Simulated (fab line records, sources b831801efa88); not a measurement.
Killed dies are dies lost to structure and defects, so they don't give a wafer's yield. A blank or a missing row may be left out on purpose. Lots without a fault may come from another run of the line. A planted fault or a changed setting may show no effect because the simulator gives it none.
Problem report in the 8D (eight disciplines) form, filled by code | flow gf180mcu | the parts of the form that need people (team, actions taken, sign-off) are left out

1. THE PROBLEM
V2_W_RS at GF_V2_RS_MEAS_24 reads a mean of 0.357 ohm/sq on 3 wafers of 2 lots; wafers without a fault read 0.327 ohm/sq with a standard deviation of 0.0035. That is +8.7 standard deviations from the usual mean.
The step: measures by four-point-probe.
First seen on wafer L691.1, day 25 05:41, on film_metro-03. The record holds 36 wafers of 12 lots with a number at this step. Rule for "out", or "out of limits": more than 4 standard deviations from the usual mean. The other wafers with a number count as sound.

2. WHAT IT IS AND WHAT IT IS NOT
question                    | is                           | is not
which readings at this step | V2_W_RS                      | -
which lots                  | L691, L694                   | L678, L680, L681, L683, L684, L685, L687, L692, L699, L701
which wafers of those lots  | L691.1, L691.3, L694.6       | L691.4, L694.2, L694.3
read on which gauges        | film_metro-01, film_metro-03 | film_metro-02
when                        | from day 25 05:41            | up to then (22 sound wafers); but 11 sound wafers of L692, L694, L699, L701 came after

3. SUSPECTS, AND WHAT RULES EACH OUT
Counting: a tool at a process step up to the reading stays a suspect if it ran every lot that is out. Sound lots after the first of them don't rule it out here, since some wafers of a struck lot are sound.
- the gauge at GF_V2_RS_MEAS_24: ruled out. The wafers that are out were read on 2 gauges (film_metro-01, film_metro-03).
- cvd_w-01 at GF_V2_CVD_23 (deposits W, target thk 350 nm, time 104.94 s): kept. It ran every lot that is out, first L691 (day 25 05:34); its last sound lot up to then is L687 (day 23 20:56).
- Within cvd_w-01 at GF_V2_CVD_23: the wafers that are out ran in chamber 1; their sound lot-mates ran in chamber 0.
Left after counting: cvd_w-01 at GF_V2_CVD_23.

4. THE CAUSE (what the simulator had put in)
Process parameter drift: cvd_w-01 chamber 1, from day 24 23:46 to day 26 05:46, at GF_V2_CVD_23. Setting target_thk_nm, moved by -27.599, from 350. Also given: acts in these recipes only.
Counting left only this tool.

5. THE CHAIN OF EFFECTS, in route order
Each row: a reading whose mean over the struck wafers that have a number lies more than 3 standard deviations from the usual. Only readings for which the record gives a usual standard deviation are gone through. hours: the time from each lot's start at the first step in this table that gives one to its start at this step, as a median over the lots. sigmas: the change in usual standard deviations.
hours | step              | reading  | usual        | on struck wafers | change | sigmas
0     | GF_V2_RS_MEAS_24  | V2_W_RS  | 0.327 ohm/sq | 0.357            | +0.030 | +8.7
0     | GF_V2_THK_MEAS_25 | V2_W_THK | 333 nm       | 307              | -26    | -4.8

6. WHAT WOULD HAVE CAUGHT IT SOONER
In this record the first reading out of limits at a measuring or inspecting step was taken at day 25 05:41, 6 hours after the fault began at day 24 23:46.
Of the tool readings at GF_V2_CVD_23 for which the record gives a usual standard deviation, none was out on any struck wafer, so an alarm limit of 4 standard deviations on them would not have fired.
Of the lots that are out (2), L694 began GF_V2_CVD_23 on cvd_w-01 after day 25 05:41. A hold on the tool at that time would have spared it.
